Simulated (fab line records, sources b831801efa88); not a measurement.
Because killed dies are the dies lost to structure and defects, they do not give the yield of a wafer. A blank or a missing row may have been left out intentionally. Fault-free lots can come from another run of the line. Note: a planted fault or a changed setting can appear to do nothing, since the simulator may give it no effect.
Problem report, 8D (eight disciplines) form, completed by code	flow sfqLine	the parts of the form that need people (team, actions taken, sign-off) are left out

## 1. WHAT IS WRONG
Mean C5_OVL at SFQ_C5_OVL_MEAS_937: 88 nm over 12 wafers in 4 lots; fault-free wafers: 2 nm, standard deviation 5.4. That is +16 standard deviations from the usual mean.
First observed at day 72 12:18: wafer L247.2, on overlay-02. The record holds 48 wafers of 16 lots with a number at this step. The rule behind "out" and "out of limits": a value lying over 4 standard deviations away from the usual mean. All remaining wafers that have a number are taken as sound.

## 2. WHAT THIS IS AND IS NOT
question	is	is not
which readings at this step	C5_OVL	-
which lots	L247, L248, L249, L250	L228, L229, L231, L232, L233, L234, L235, L236, L237, L238, L239, L243
which wafers of those lots	all that have a number	-
read on which gauges	overlay-01, overlay-02	-
when	from day 72 12:18	up to then (36 sound wafers)

## 3. SUSPECTS, AND WHAT RULES EACH OUT
Counting: a tool stays on the suspect list if, at a process step up to the reading, it processed all lots that are out and no sound lot following the first of them.
- the gauge at SFQ_C5_OVL_MEAS_937: ruled out. The wafers that are out were read on 2 gauges (overlay-01, overlay-02).
- krfScanner-01 at SFQ_TRILAYER_C5_LITHO_EXPOSE_152 (exposes mask C5, target cd 500 nm): kept. It processed each lot that is out, first L247 at day 72 10:59, and no sound lot thereafter; up to then, the last sound lot it processed was L232 at day 63 18:22.
Remaining after the count: krfScanner-01 at SFQ_TRILAYER_C5_LITHO_EXPOSE_152.

## 4. THE CAUSE (what the simulator had put in)
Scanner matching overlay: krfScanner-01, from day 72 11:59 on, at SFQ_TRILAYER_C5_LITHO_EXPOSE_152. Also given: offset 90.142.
The count eliminated every tool but this one.

## 5. SEQUENCE OF EFFECTS, ordered by route
Each row: a reading whose mean over the struck wafers that have a number lies more than 3 standard deviations from the usual. Only readings whose record carries a usual standard deviation are examined. hours: median over the lots of the time between each lot's start at the first step of this table that gives one and its start at this step. sigmas: the change, counted in usual standard deviations.
hours	step	reading	usual	on struck wafers	change	sigmas
0	SFQ_C5_OVL_MEAS_937	C5_OVL	2 nm	88	+86	+16

## 6. HOW IT WOULD HAVE BEEN CAUGHT EARLIER
0 hours passed between the start of the fault at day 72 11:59 and the first reading out of limits at a measuring or inspecting step in this record, taken at day 72 12:18.
An alarm limit of 4 standard deviations would not have fired on the tool readings at SFQ_TRILAYER_C5_LITHO_EXPOSE_152 for which the record gives a usual standard deviation, since none of them was out on any struck wafer.
Among the 4 lots that are out, L248, L249, L250 began SFQ_TRILAYER_C5_LITHO_EXPOSE_152 on krfScanner-01 after day 72 12:18. A hold on the tool at that time would have spared those 3.
